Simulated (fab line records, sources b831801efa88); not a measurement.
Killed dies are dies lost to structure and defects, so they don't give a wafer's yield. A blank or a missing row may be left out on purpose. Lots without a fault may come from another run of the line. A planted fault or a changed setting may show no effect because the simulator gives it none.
fab line records | flow gf180mcu
record lots=5 wafers=15 last_day=33
route steps=602 shown DNWELL@36 NWELL@42 LVPWELL@54 MVSD@66
lots that met no fault: from a run of the same line without faults
start_h: hours from the record's first day to the start of the lot's first wafer shown | wait_h: hours since the lot's step before | " the same as in the row above | L1.1+2: a row that stands for several wafers | - no value, or no start given | * or withheld: withheld | < > ~ a bound
route shown NAME@n: a module of which the file shows steps, and the number in the route of the first | usual: mean/standard deviation of fault-free wafers | same: alike in all rows | chamber/n: place in a boat | sites: the reading at each site | _std_site: their standard deviation | _edge_site: outer sites' mean less inner sites' | radius_mm: how far each site lies from the wafer's centre | mask NAME#n: copy n | behind: the tool/chamber that last shaped the wafer | hold: why the lot was held/for how many hours/how that ended | device: the transistor (n, p or np) that didn't switch | end of line: the same wafers' tests at the end of the route | a step without rows: its recipe alone | killed: dies lost to structure and defects at the first sort, not the wafer's yield | map: a wafer's dies, x killed, . not, _ none there
set.NAME: the setting as run; set.NAME@STEP: as run at that earlier step | model.NAME: the simulator's own value behind a step, which no gauge read
lots at some steps of the route; a table a step, a row a wafer
services: from which hour (start_h, from the record's first day; less than 0 if before it) a tool's chamber was out of use, for how many hours, and why
## steps
# step GF_DNWELL_EXPOSE_04
# recipe mask_id=DNWELL target_cd_nm=1700 na=0.6 source_shape=conventional sigma_outer=0.6 dose_mj=260
# columns lot.wafer tool chamber start_h wait_h mask
L074.1+4+6 iline_stepper-02 0 - - DNWELL#0
L082.2+3+5 iline_stepper-02 0 - - DNWELL#0
L085.1+4+5 iline_stepper-02 0 - - DNWELL#0
L090.4+5+6 iline_stepper-01 0 - - DNWELL#0
L091.1+4+6 iline_stepper-02 0 - - DNWELL#0
# step GF_DNWELL_PEB_05
# recipe temp_c=115 time_s=withheld
# usual chill_plate_temp_C=23.00/0.097
# columns lot.wafer tool chamber start_h wait_h chill_plate_temp_C
L074.1 litho_track-03 0 - - 23.06
L074.4 " 0 " " 23.22
L074.6 " 0 " " 23.11
L082.2 litho_track-04 0 - - 22.92
L082.3 " 0 " " 22.78
L082.5 " 0 " " 22.80
L085.1 litho_track-03 0 - - 23.04
L085.4 " 0 " " 23.06
L085.5 " 0 " " 23.04
L090.4 litho_track-02 0 - - 23.02
L090.5 " 0 " " 22.92
L090.6 " 0 " " 23.02
L091.1 litho_track-04 0 - - 23.02
L091.4 " 0 " " 23.12
L091.6 " 0 " " 22.98
# step GF_DNWELL_DEVELOP_06
# recipe wall_angle_deg=90 develop_time_s=60 dev_temp_c=23
# usual chill_plate_temp_C=23.01/0.12
# columns lot.wafer tool chamber start_h wait_h chill_plate_temp_C
L074.1 litho_track-03 0 - - 23.12
L074.4 " 0 " " 22.97
L074.6 " 0 " " 23.06
L082.2 litho_track-04 0 - - 22.90
L082.3 " 0 " " 22.98
L082.5 " 0 " " 23.09
L085.1 litho_track-03 0 - - 22.91
L085.4 " 0 " " 23.12
L085.5 " 0 " " 23.05
L090.4 litho_track-02 0 - - 23.00
L090.5 " 0 " " 22.92
L090.6 " 0 " " 23.05
L091.1 litho_track-04 0 - - 23.13
L091.4 " 0 " " 23.28
L091.6 " 0 " " 23.08
# step GF_DNWELL_IMPLANT_07
# recipe species=P energy_kev=1500 dose_cm2=1e+13 tilt_deg=0
# columns lot.wafer tool chamber start_h wait_h
L074.1+4+6 implanter-04 0 42.51 -
L082.2+3+5 implanter-02 0 83.70 -
L085.1+4+5 implanter-03 0 101.46 -
L090.4+5+6 implanter-02 0 126.74 -
L091.1+4+6 implanter-04 0 131.57 -
# step GF_DNWELL_STRIP_08
# recipe chemistry=O2/N2 power_w=1400 pressure_mtorr=1500 platen_temp_c=250 o2_flow_sccm=3000 n2_flow_sccm=300 overash_fraction=0.5
# usual drypump_motor_current_A=5.9/0.44 heater_power_w=343/30 oes_product_au=0.722/0.0046 platen_temp_c=249.98/0.2 strip_time_to_endpoint_s=36.93/0.12
# columns lot.wafer tool chamber start_h wait_h drypump_motor_current_A heater_power_w oes_product_au platen_temp_c rf_hours_counter_h strip_time_to_endpoint_s
L074.1 plasma_asher-04 1 42.66 0.1 6.2 382 0.720 249.92 25 36.98
L074.4 " 0 " " 5.8 327 0.718 250.15 - 37.02
L074.6 " 1 " " 6.2 390 0.718 249.58 - 37.08
L082.2 plasma_asher-03 1 83.82 0.1 5.7 384 0.718 250.21 40 36.95
L082.3 " 1 " " 5.7 388 0.715 250.24 - 36.88
L082.5 " 1 " " 5.7 378 0.722 250.04 - 36.97
L085.1 plasma_asher-02 0 101.61 0.1 5.8 349 0.721 250.09 47 36.86
L085.4 " 1 " " 6.6 303 0.715 250.00 - 36.98
L085.5 " 1 " " 6.6 311 0.717 249.83 - 36.94
L090.4 plasma_asher-04 0 126.85 0.1 5.8 323 0.720 249.82 - 36.89
L090.5 " 0 " " 5.8 326 0.719 249.91 - 36.82
L090.6 " 1 " " 6.2 393 0.720 250.23 - 37.07
L091.1 plasma_asher-03 0 131.72 0.1 5.3 318 0.723 249.88 1 36.82
L091.4 " 1 " " 5.7 377 0.727 250.02 - 36.97
L091.6 " 0 " " 5.3 314 0.719 249.59 - 36.97
# step GF_DNWELL_TW_MEAS_09
# usual DNWELL_TW=1359/7.9
# columns lot.wafer tool chamber start_h wait_h DNWELL_TW
L074.1 film_metro-03 - 42.76 0.1 1372
L074.4 " - " " 1365
L074.6 " - " " 1375
L082.2 film_metro-02 - 83.93 0.1 1351
L082.3 " - " " 1351
L082.5 " - " " 1353
L085.1 film_metro-02 - 101.71 0.1 1357
L085.4 " - " " 1358
L085.5 " - " " 1361
L090.4 film_metro-04 - 126.95 0.1 1350
L090.5 " - " " 1350
L090.6 " - " " 1349
L091.1 film_metro-04 - 131.82 0.1 1355
L091.4 " - " " 1352
L091.6 " - " " 1357
# step GF_NWELL_DEHYDRATE_00
# recipe temp_c=200 time_s=60
# usual chill_plate_temp_C=23.00/0.1
# columns lot.wafer tool chamber start_h wait_h chill_plate_temp_C
L074.1 litho_track-03 0 47.46 4.7 22.88
L074.4 " 0 " " 22.94
L074.6 " 0 " " 23.01
L082.2 litho_track-01 0 90.14 6.2 23.00
L082.3 " 0 " " 23.05
L082.5 " 0 " " 23.06
L085.1 litho_track-03 0 107.46 5.7 23.03
L085.4 " 0 " " 23.02
L085.5 " 0 " " 22.99
L090.4 litho_track-03 0 134.29 7.3 23.18
L090.5 " 0 " " 23.12
L090.6 " 0 " " 23.13
L091.1 litho_track-01 0 139.02 7.2 22.91
L091.4 " 0 " " 22.95
L091.6 " 0 " " 23.15
# step GF_NWELL_HMDS_01
# recipe prime_time_s=60 prime_temp_c=120
# usual chill_plate_temp_C=23.00/0.13
# same prime_time_s=60
# columns lot.wafer tool chamber start_h wait_h chill_plate_temp_C
L074.1 litho_track-03 0 47.61 0.1 22.99
L074.4 " 0 " " 22.89
L074.6 " 0 " " 22.91
L082.2 litho_track-01 0 90.29 0.1 22.91
L082.3 " 0 " " 23.01
L082.5 " 0 " " 22.96
L085.1 litho_track-03 0 107.61 0.1 22.94
L085.4 " 0 " " 22.82
L085.5 " 0 " " 23.03
L090.4 litho_track-03 0 134.44 0.1 23.23
L090.5 " 0 " " 23.30
L090.6 " 0 " " 23.24
L091.1 litho_track-01 0 139.17 0.1 23.09
L091.4 " 0 " " 23.19
L091.6 " 0 " " 22.99
# step GF_NWELL_COAT_02
# recipe spin_rpm=2000 resist_thk_nm=3000
# usual chill_plate_temp_C=23.00/0.097
# columns lot.wafer tool chamber start_h wait_h chill_plate_temp_C
L074.1 litho_track-03 0 47.76 0.1 23.02
L074.4 " 0 " " 23.04
L074.6 " 0 " " 22.97
L082.2 litho_track-01 0 90.44 0.1 22.96
L082.3 " 0 " " 23.10
L082.5 " 0 " " 22.99
L085.1 litho_track-03 0 107.76 0.1 22.95
L085.4 " 0 " " 22.92
L085.5 " 0 " " 23.02
L090.4 litho_track-03 0 134.59 0.1 23.17
L090.5 " 0 " " 23.13
L090.6 " 0 " " 23.17
L091.1 litho_track-01 0 139.32 0.1 23.05
L091.4 " 0 " " 22.93
L091.6 " 0 " " 23.13
# step GF_NWELL_SOFTBAKE_03
# recipe temp_c=110 time_s=withheld
# usual chill_plate_temp_C=22.99/0.1
# columns lot.wafer tool chamber start_h wait_h chill_plate_temp_C
L074.1 litho_track-03 0 47.91 0.1 23.08
L074.4 " 0 " " 23.02
L074.6 " 0 " " 23.08
L082.2 litho_track-01 0 90.60 0.1 23.09
L082.3 " 0 " " 22.98
L082.5 " 0 " " 22.90
L085.1 litho_track-03 0 107.91 0.1 23.00
L085.4 " 0 " " 22.91
L085.5 " 0 " " 22.88
L090.4 litho_track-03 0 134.76 0.1 23.02
L090.5 " 0 " " 23.16
L090.6 " 0 " " 23.06
L091.1 litho_track-01 0 139.47 0.1 23.01
L091.4 " 0 " " 23.06
L091.6 " 0 " " 23.07
# step GF_NWELL_EXPOSE_04
# recipe mask_id=Nwell target_cd_nm=860 na=0.6 source_shape=conventional sigma_outer=0.6 dose_mj=260
# columns lot.wafer tool chamber start_h wait_h mask
L074.1+4+6 iline_stepper-02 0 - - Nwell#0
L082.2+3+5 iline_stepper-02 0 - - Nwell#0
L085.1+4+5 iline_stepper-02 0 - - Nwell#0
L090.4+5+6 iline_stepper-01 0 - - Nwell#0
L091.1+4+6 iline_stepper-01 0 - - Nwell#0
# step GF_NWELL_PEB_05
# recipe temp_c=115 time_s=withheld
# usual chill_plate_temp_C=23.01/0.1
# columns lot.wafer tool chamber start_h wait_h chill_plate_temp_C
L074.1 litho_track-02 0 - - 22.89
L074.4 " 0 " " 23.10
L074.6 " 0 " " 23.02
L082.2 litho_track-02 0 - - 22.84
L082.3 " 0 " " 22.93
L082.5 " 0 " " 22.85
L085.1 litho_track-03 0 - - 23.07
L085.4 " 0 " " 22.99
L085.5 " 0 " " 23.05
L090.4 litho_track-01 0 - - 23.11
L090.5 " 0 " " 22.98
L090.6 " 0 " " 22.96
L091.1 litho_track-03 0 - - 23.00
L091.4 " 0 " " 22.98
L091.6 " 0 " " 22.94
# step GF_NWELL_DEVELOP_06
# recipe wall_angle_deg=90 develop_time_s=60 dev_temp_c=23
# usual chill_plate_temp_C=23.00/0.1
# columns lot.wafer tool chamber start_h wait_h chill_plate_temp_C
L074.1 litho_track-02 0 - - 23.29
L074.4 " 0 " " 23.15
L074.6 " 0 " " 23.21
L082.2 litho_track-02 0 - - 22.87
L082.3 " 0 " " 22.86
L082.5 " 0 " " 22.89
L085.1 litho_track-03 0 - - 23.06
L085.4 " 0 " " 22.94
L085.5 " 0 " " 23.06
L090.4 litho_track-01 0 - - 22.87
L090.5 " 0 " " 22.81
L090.6 " 0 " " 22.82
L091.1 litho_track-03 0 - - 23.00
L091.4 " 0 " " 23.04
L091.6 " 0 " " 22.92
# step GF_NWELL_OVL_MEAS_07
# usual NWELL_OVL=-0.6/1.5
# columns lot.wafer tool chamber start_h wait_h NWELL_OVL[nm]
L074.1 overlay-01 - 54.32 - -1.5
L074.4 " - " " 0.5
L074.6 " - " " 0.8
L082.2 overlay-01 - 97.87 - -3.6
L082.3 " - " " -3.9
L082.5 " - " " -5.2
L085.1 overlay-01 - 115.26 - 0.2
L085.4 " - " " 1.1
L085.5 " - " " -0.3
L090.4 overlay-02 - 142.54 - 0.1
L090.5 " - " " 0.7
L090.6 " - " " 0.9
L091.1 overlay-02 - 147.01 - -0.6
L091.4 " - " " 0.9
L091.6 " - " " 0.1
# step GF_NWELL_IMPLANT_08
# recipe species=P energy_kev=450 dose_cm2=1.5e+13 tilt_deg=0
# columns lot.wafer tool chamber start_h wait_h
L074.1+4+6 implanter-01 0 54.35 0.0
L082.2+3+5 implanter-02 0 97.93 0.0
L085.1+4+5 implanter-04 0 115.30 0.0
L090.4+5+6 implanter-02 0 142.63 0.1
L091.1+4+6 implanter-04 0 147.05 0.0
# step GF_NWELL_IMPLANT_09
# recipe species=P energy_kev=160 dose_cm2=4e+12 tilt_deg=0
# columns lot.wafer tool chamber start_h wait_h
L074.1+4+6 implanter-01 0 54.50 0.1
L082.2+3+5 implanter-02 0 98.08 0.1
L085.1+4+5 implanter-04 0 115.45 0.1
L090.4+5+6 implanter-02 0 142.78 0.1
L091.1+4+6 implanter-04 0 147.20 0.1
# step GF_NWELL_STRIP_10
# recipe chemistry=O2/N2 power_w=1400 pressure_mtorr=1500 platen_temp_c=250 o2_flow_sccm=3000 n2_flow_sccm=300 overash_fraction=0.5
# usual drypump_motor_current_A=5.9/0.48 heater_power_w=333/28 oes_product_au=0.722/0.0038 platen_temp_c=249.99/0.17 strip_time_to_endpoint_s=36.94/0.13
# columns lot.wafer tool chamber start_h wait_h drypump_motor_current_A heater_power_w oes_product_au platen_temp_c rf_hours_counter_h strip_time_to_endpoint_s
L074.1 plasma_asher-04 0 54.65 0.1 5.8 322 0.725 249.95 27 37.10
L074.4 " 0 " " 5.8 314 0.723 250.10 - 37.03
L074.6 " 1 " " 6.2 381 0.720 250.01 - 37.05
L082.2 plasma_asher-01 1 98.20 0.1 5.2 295 0.720 249.89 43 36.88
L082.3 " 0 " " 5.6 331 0.727 249.83 - 36.97
L082.5 " 0 " " 5.6 339 0.720 249.84 - 37.02
L085.1 plasma_asher-04 1 115.60 0.1 6.2 380 0.718 250.20 33 37.01
L085.4 " 1 " " 6.2 374 0.725 249.93 - 36.95
L085.5 " 1 " " 6.2 386 0.720 249.95 - 36.89
L090.4 plasma_asher-04 0 142.89 0.1 5.8 324 0.721 249.81 - 36.73
L090.5 " 1 " " 6.2 385 0.733 250.25 - 36.73
L090.6 " 0 " " 5.8 320 0.731 249.82 - 36.78
L091.1 plasma_asher-01 0 147.35 0.1 5.6 326 0.726 249.92 49 36.96
L091.4 " 1 " " 5.2 306 0.722 249.95 - 36.90
L091.6 " 0 " " 5.6 341 0.717 250.20 - 36.82
# step GF_NWELL_TW_MEAS_11
# usual NWELL_TW=1590/8
# columns lot.wafer tool chamber start_h wait_h NWELL_TW
L074.1 film_metro-03 - 54.75 0.1 1587
L074.4 " - " " 1591
L074.6 " - " " 1593
L082.2 film_metro-03 - 98.31 0.1 1597
L082.3 " - " " 1589
L082.5 " - " " 1591
L085.1 film_metro-03 - 115.70 0.1 1598
L085.4 " - " " 1600
L085.5 " - " " 1598
L090.4 film_metro-01 - 142.98 0.1 1597
L090.5 " - " " 1588
L090.6 " - " " 1595
L091.1 film_metro-01 - 147.45 0.1 1597
L091.4 " - " " 1595
L091.6 " - " " 1592
# step GF_LVPWELL_DEHYDRATE_00
# recipe temp_c=200 time_s=60
# usual chill_plate_temp_C=22.97/0.11
# columns lot.wafer tool chamber start_h wait_h chill_plate_temp_C
L074.1 litho_track-03 0 60.66 5.9 22.87
L074.4 " 0 " " 23.10
L074.6 " 0 " " 22.87
L082.2 litho_track-01 0 104.79 6.5 22.90
L082.3 " 0 " " 22.94
L082.5 " 0 " " 22.98
L085.1 litho_track-04 0 122.57 6.9 23.06
L085.4 " 0 " " 22.94
L085.5 " 0 " " 23.05
L090.4 litho_track-01 0 150.24 7.2 22.81
L090.5 " 0 " " 22.95
L090.6 " 0 " " 22.90
L091.1 litho_track-04 0 154.97 7.5 22.97
L091.4 " 0 " " 23.04
L091.6 " 0 " " 23.08
# step GF_LVPWELL_HMDS_01
# recipe prime_time_s=60 prime_temp_c=120
# usual chill_plate_temp_C=23.01/0.11
# same prime_time_s=60
# columns lot.wafer tool chamber start_h wait_h chill_plate_temp_C
L074.1 litho_track-03 0 60.81 0.1 23.17
L074.4 " 0 " " 23.06
L074.6 " 0 " " 22.96
L082.2 litho_track-01 0 104.94 0.1 23.06
L082.3 " 0 " " 23.05
L082.5 " 0 " " 22.98
L085.1 litho_track-04 0 122.72 0.1 22.92
L085.4 " 0 " " 22.90
L085.5 " 0 " " 22.92
L090.4 litho_track-01 0 150.39 0.1 22.65
L090.5 " 0 " " 22.74
L090.6 " 0 " " 22.87
L091.1 litho_track-04 0 155.12 0.1 22.95
L091.4 " 0 " " 23.04
L091.6 " 0 " " 23.00
# step GF_LVPWELL_COAT_02
# recipe spin_rpm=2000 resist_thk_nm=3000
# usual chill_plate_temp_C=22.99/0.1
# columns lot.wafer tool chamber start_h wait_h chill_plate_temp_C
L074.1 litho_track-03 0 60.96 0.1 23.06
L074.4 " 0 " " 23.09
L074.6 " 0 " " 23.01
L082.2 litho_track-01 0 105.09 0.1 22.80
L082.3 " 0 " " 22.97
L082.5 " 0 " " 23.03
L085.1 litho_track-04 0 122.87 0.1 22.95
L085.4 " 0 " " 23.08
L085.5 " 0 " " 23.04
L090.4 litho_track-01 0 150.54 0.1 23.07
L090.5 " 0 " " 23.03
L090.6 " 0 " " 22.98
L091.1 litho_track-04 0 155.27 0.1 23.01
L091.4 " 0 " " 22.71
L091.6 " 0 " " 22.96
# step GF_LVPWELL_SOFTBAKE_03
# recipe temp_c=110 time_s=withheld
# usual chill_plate_temp_C=22.99/0.11
# columns lot.wafer tool chamber start_h wait_h chill_plate_temp_C
L074.1 litho_track-03 0 61.11 0.1 22.96
L074.4 " 0 " " 22.95
L074.6 " 0 " " 22.93
L082.2 litho_track-01 0 105.25 0.1 22.95
L082.3 " 0 " " 22.84
L082.5 " 0 " " 22.98
L085.1 litho_track-04 0 123.02 0.1 23.14
L085.4 " 0 " " 23.07
L085.5 " 0 " " 23.04
L090.4 litho_track-01 0 150.72 0.1 22.92
L090.5 " 0 " " 22.92
L090.6 " 0 " " 23.18
L091.1 litho_track-04 0 155.42 0.1 22.89
L091.4 " 0 " " 22.99
L091.6 " 0 " " 23.01
# step GF_LVPWELL_EXPOSE_04
# recipe mask_id=LVPWELL target_cd_nm=600 na=0.6 source_shape=conventional sigma_outer=0.6 dose_mj=260
# columns lot.wafer tool chamber start_h wait_h mask
L074.1+4+6 iline_stepper-02 0 - - LVPWELL#0
L082.2+3+5 iline_stepper-02 0 - - LVPWELL#0
L085.1+4+5 iline_stepper-02 0 - - LVPWELL#0
L090.4+5+6 iline_stepper-01 0 - - LVPWELL#0
L091.1+4+6 iline_stepper-02 0 - - LVPWELL#0
# step GF_LVPWELL_PEB_05
# recipe temp_c=115 time_s=withheld
# usual chill_plate_temp_C=23.00/0.11
# columns lot.wafer tool chamber start_h wait_h chill_plate_temp_C
L074.1 litho_track-03 0 - - 22.95
L074.4 " 0 " " 22.85
L074.6 " 0 " " 22.86
L082.2 litho_track-04 0 - - 22.84
L082.3 " 0 " " 22.95
L082.5 " 0 " " 23.05
L085.1 litho_track-04 0 - - 23.05
L085.4 " 0 " " 23.14
L085.5 " 0 " " 23.00
L090.4 litho_track-04 0 - - 23.16
L090.5 " 0 " " 23.08
L090.6 " 0 " " 23.25
L091.1 litho_track-03 0 - - 22.85
L091.4 " 0 " " 22.97
L091.6 " 0 " " 23.07
# step GF_LVPWELL_DEVELOP_06
# recipe wall_angle_deg=90 develop_time_s=60 dev_temp_c=23
# usual chill_plate_temp_C=23.01/0.096
# columns lot.wafer tool chamber start_h wait_h chill_plate_temp_C
L074.1 litho_track-03 0 - - 22.94
L074.4 " 0 " " 22.87
L074.6 " 0 " " 22.89
L082.2 litho_track-04 0 - - 23.00
L082.3 " 0 " " 22.92
L082.5 " 0 " " 23.10
L085.1 litho_track-04 0 - - 23.02
L085.4 " 0 " " 22.90
L085.5 " 0 " " 22.92
L090.4 litho_track-04 0 - - 22.89
L090.5 " 0 " " 23.01
L090.6 " 0 " " 22.83
L091.1 litho_track-03 0 - - 22.96
L091.4 " 0 " " 23.04
L091.6 " 0 " " 23.10
# step GF_LVPWELL_OVL_MEAS_07
# usual LVPWELL_OVL=-0.5/1.5
# columns lot.wafer tool chamber start_h wait_h LVPWELL_OVL[nm]
L074.1 overlay-01 - 67.46 - -1.8
L074.4 " - " " -1.5
L074.6 " - " " -0.3
L082.2 overlay-02 - 112.18 - 3.2
L082.3 " - " " -0.6
L082.5 " - " " 1.4
L085.1 overlay-02 - 130.47 - 0.7
L085.4 " - " " -1.2
L085.5 " - " " -0.3
L090.4 overlay-01 - 158.79 - 0.9
L090.5 " - " " 0.3
L090.6 " - " " -1.8
L091.1 overlay-02 - 163.66 - 0.4
L091.4 " - " " -1.0
L091.6 " - " " -0.6
# step GF_LVPWELL_IMPLANT_08
# recipe species=B energy_kev=170 dose_cm2=1.5e+13 tilt_deg=0
# columns lot.wafer tool chamber start_h wait_h
L074.1+4+6 implanter-03 0 67.50 0.0
L082.2+3+5 implanter-01 0 112.23 0.0
L085.1+4+5 implanter-03 0 130.51 0.0
L090.4+5+6 implanter-04 0 158.88 0.1
L091.1+4+6 implanter-03 0 163.70 0.0
# step GF_LVPWELL_IMPLANT_09
# recipe species=B energy_kev=58.85 dose_cm2=5e+12 tilt_deg=0
# columns lot.wafer tool chamber start_h wait_h
L074.1+4+6 implanter-03 0 67.65 0.1
L082.2+3+5 implanter-01 0 112.38 0.1
L085.1+4+5 implanter-03 0 130.66 0.1
L090.4+5+6 implanter-04 0 159.03 0.1
L091.1+4+6 implanter-03 0 163.85 0.1
# step GF_LVPWELL_STRIP_10
# recipe chemistry=O2/N2 power_w=1400 pressure_mtorr=1500 platen_temp_c=250 o2_flow_sccm=3000 n2_flow_sccm=300 overash_fraction=0.5
# usual drypump_motor_current_A=5.7/0.47 heater_power_w=334/28 oes_product_au=0.722/0.0044 platen_temp_c=250.01/0.19 strip_time_to_endpoint_s=36.92/0.12
# columns lot.wafer tool chamber start_h wait_h drypump_motor_current_A heater_power_w oes_product_au platen_temp_c rf_hours_counter_h strip_time_to_endpoint_s
L074.1 plasma_asher-01 1 67.80 0.1 5.2 306 0.715 250.13 40 37.04
L074.4 " 1 " " 5.2 300 0.727 249.94 - 37.03
L074.6 " 0 " " 5.6 342 0.718 249.89 - 37.03
L082.2 plasma_asher-01 1 112.51 0.1 5.2 296 0.719 249.77 45 37.11
L082.3 " 1 " " 5.2 297 0.727 250.05 - 36.94
L082.5 " 1 " " 5.2 303 0.726 250.07 - 37.13
L085.1 plasma_asher-03 0 130.81 0.1 5.3 317 0.721 250.10 1 36.85
L085.4 " 0 " " 5.3 314 0.731 249.89 - 36.83
L085.5 " 0 " " 5.3 322 0.714 250.12 - 36.83
L090.4 plasma_asher-02 0 159.14 0.1 5.8 345 0.719 249.96 - 36.70
L090.5 " 1 " " 6.7 309 0.730 250.32 - 36.81
L090.6 " 0 " " 5.8 351 0.717 249.61 - 36.70
L091.1 plasma_asher-03 0 164.00 0.1 5.3 320 0.717 249.74 5 36.79
L091.4 " 1 " " 5.7 378 0.719 250.21 - 36.97
L091.6 " 1 " " 5.7 378 0.727 250.29 - 37.01
# step GF_LVPWELL_TW_MEAS_11
# usual LVPWELL_TW=564/3.9
# columns lot.wafer tool chamber start_h wait_h LVPWELL_TW
L074.1 film_metro-02 - 67.90 0.1 562
L074.4 " - " " 562
L074.6 " - " " 565
L082.2 film_metro-03 - 112.62 0.1 566
L082.3 " - " " 566
L082.5 " - " " 567
L085.1 film_metro-01 - 130.91 0.1 570
L085.4 " - " " 566
L085.5 " - " " 567
L090.4 film_metro-03 - 159.24 0.1 567
L090.5 " - " " 564
L090.6 " - " " 566
L091.1 film_metro-02 - 164.10 0.1 562
L091.4 " - " " 561
L091.6 " - " " 562
# step GF_MVSD_DEHYDRATE_00
# recipe temp_c=200 time_s=60
# usual chill_plate_temp_C=23.02/0.1
# columns lot.wafer tool chamber start_h wait_h chill_plate_temp_C
L074.1 litho_track-02 0 73.87 6.0 23.08
L074.4 " 0 " " 23.04
L074.6 " 0 " " 23.08
L082.2 litho_track-02 0 119.59 7.0 23.03
L082.3 " 0 " " 23.01
L082.5 " 0 " " 23.02
L085.1 litho_track-04 0 138.07 7.2 23.00
L085.4 " 0 " " 23.01
L085.5 " 0 " " 22.85
L090.4 litho_track-02 0 166.44 7.2 22.93
L090.5 " 0 " " 23.00
L090.6 " 0 " " 23.05
L091.1 litho_track-01 0 172.07 8.0 22.91
L091.4 " 0 " " 22.97
L091.6 " 0 " " 23.09
# step GF_MVSD_HMDS_01
# recipe prime_time_s=60 prime_temp_c=120
# usual chill_plate_temp_C=23.01/0.1
# same prime_time_s=60
# columns lot.wafer tool chamber start_h wait_h chill_plate_temp_C
L074.1 litho_track-02 0 74.02 0.1 23.08
L074.4 " 0 " " 22.90
L074.6 " 0 " " 23.21
L082.2 litho_track-02 0 119.74 0.1 23.02
L082.3 " 0 " " 23.18
L082.5 " 0 " " 22.83
L085.1 litho_track-04 0 138.22 0.1 22.93
L085.4 " 0 " " 22.81
L085.5 " 0 " " 22.90
L090.4 litho_track-02 0 166.59 0.1 23.09
L090.5 " 0 " " 23.16
L090.6 " 0 " " 23.10
L091.1 litho_track-01 0 172.22 0.1 22.88
L091.4 " 0 " " 22.96
L091.6 " 0 " " 22.96
# step GF_MVSD_COAT_02
# recipe spin_rpm=2000 resist_thk_nm=3000
# usual chill_plate_temp_C=23.00/0.1
# columns lot.wafer tool chamber start_h wait_h chill_plate_temp_C
L074.1 litho_track-02 0 74.17 0.1 23.05
L074.4 " 0 " " 23.07
L074.6 " 0 " " 23.06
L082.2 litho_track-02 0 119.89 0.1 22.95
L082.3 " 0 " " 23.11
L082.5 " 0 " " 22.93
L085.1 litho_track-04 0 138.37 0.1 22.99
L085.4 " 0 " " 22.95
L085.5 " 0 " " 22.97
L090.4 litho_track-02 0 166.74 0.1 22.94
L090.5 " 0 " " 22.85
L090.6 " 0 " " 22.83
L091.1 litho_track-01 0 172.37 0.1 23.17
L091.4 " 0 " " 23.12
L091.6 " 0 " " 23.06
# step GF_MVSD_SOFTBAKE_03
# recipe temp_c=110 time_s=withheld
# usual chill_plate_temp_C=22.99/0.094
# columns lot.wafer tool chamber start_h wait_h chill_plate_temp_C
L074.1 litho_track-02 0 74.32 0.1 23.13
L074.4 " 0 " " 22.88
L074.6 " 0 " " 22.93
L082.2 litho_track-02 0 120.05 0.1 22.94
L082.3 " 0 " " 23.05
L082.5 " 0 " " 22.99
L085.1 litho_track-04 0 138.52 0.1 23.09
L085.4 " 0 " " 22.93
L085.5 " 0 " " 23.07
L090.4 litho_track-02 0 166.92 0.1 22.91
L090.5 " 0 " " 23.02
L090.6 " 0 " " 23.01
L091.1 litho_track-01 0 172.52 0.1 22.87
L091.4 " 0 " " 23.04
L091.6 " 0 " " 22.71
# step GF_MVSD_EXPOSE_04
# recipe mask_id=MVSD target_cd_nm=1000 na=0.6 source_shape=conventional sigma_outer=0.6 dose_mj=260
# columns lot.wafer tool chamber start_h wait_h mask
L074.1+4+6 iline_stepper-01 0 - - MVSD#0
L082.2+3+5 iline_stepper-01 0 - - MVSD#0
L085.1+4+5 iline_stepper-02 0 - - MVSD#0
L090.4+5+6 iline_stepper-01 0 - - MVSD#0
L091.1+4+6 iline_stepper-02 0 - - MVSD#0
# step GF_MVSD_PEB_05
# recipe temp_c=115 time_s=withheld
# usual chill_plate_temp_C=23.00/0.098
# columns lot.wafer tool chamber start_h wait_h chill_plate_temp_C
L074.1 litho_track-04 0 - - 22.90
L074.4 " 0 " " 22.90
L074.6 " 0 " " 22.86
L082.2 litho_track-04 0 - - 23.01
L082.3 " 0 " " 23.02
L082.5 " 0 " " 22.93
L085.1 litho_track-04 0 - - 23.12
L085.4 " 0 " " 22.95
L085.5 " 0 " " 23.10
L090.4 litho_track-01 0 - - 23.02
L090.5 " 0 " " 23.00
L090.6 " 0 " " 23.15
L091.1 litho_track-02 0 - - 22.88
L091.4 " 0 " " 23.01
L091.6 " 0 " " 23.08
# step GF_MVSD_DEVELOP_06
# recipe wall_angle_deg=90 develop_time_s=60 dev_temp_c=23
# usual chill_plate_temp_C=23.01/0.11
# columns lot.wafer tool chamber start_h wait_h chill_plate_temp_C
L074.1 litho_track-04 0 - - 23.05
L074.4 " 0 " " 22.98
L074.6 " 0 " " 22.91
L082.2 litho_track-04 0 - - 22.89
L082.3 " 0 " " 23.01
L082.5 " 0 " " 22.90
L085.1 litho_track-04 0 - - 22.89
L085.4 " 0 " " 22.90
L085.5 " 0 " " 23.03
L090.4 litho_track-01 0 - - 23.12
L090.5 " 0 " " 22.95
L090.6 " 0 " " 22.91
L091.1 litho_track-02 0 - - 23.07
L091.4 " 0 " " 23.01
L091.6 " 0 " " 23.00
# step GF_MVSD_OVL_MEAS_07
# usual MVSD_OVL=-1.4/1.5
# columns lot.wafer tool chamber start_h wait_h MVSD_OVL[nm]
L074.1 overlay-01 - 80.72 - -2.1
L074.4 " - " " -0.1
L074.6 " - " " -2.0
L082.2 overlay-01 - 127.23 - -2.7
L082.3 " - " " -1.2
L082.5 " - " " -0.7
L085.1 overlay-02 - 145.62 - -1.1
L085.4 " - " " 0.2
L085.5 " - " " 1.3
L090.4 overlay-01 - 174.79 - -3.6
L090.5 " - " " -4.1
L090.6 " - " " -4.7
L091.1 overlay-02 - 180.47 - -1.9
L091.4 " - " " -3.2
L091.6 " - " " -1.4
## services
# columns tool chamber start_h hours kind
plasma_asher-04 - 34.75 1.2 repair
plasma_asher-04 - 38.60 1.3 repair
implanter-01 - 39.31 3.9 repair
iline_stepper-01 0 64.69 - calibration
implanter-02 - 64.98 2.0 repair
implanter-03 - 65.00 0.8 repair
implanter-02 - 65.23 2.9 repair
litho_track-03 - 74.92 - consumable_replace:filter
implanter-04 - 89.20 5.0 repair
implanter-04 - 91.15 4.8 repair
implanter-04 - 104.37 5.9 pm
plasma_asher-03 - 108.75 9.0 pm
plasma_asher-03 0 108.75 9.0 vent_cycle
plasma_asher-03 1 108.75 9.0 vent_cycle
plasma_asher-03 0 117.75 - clean
plasma_asher-03 1 117.75 - clean
iline_stepper-02 0 150.04 - calibration
plasma_asher-04 - 157.80 1.8 repair
implanter-04 - 171.33 3.4 pm
## key
fault none
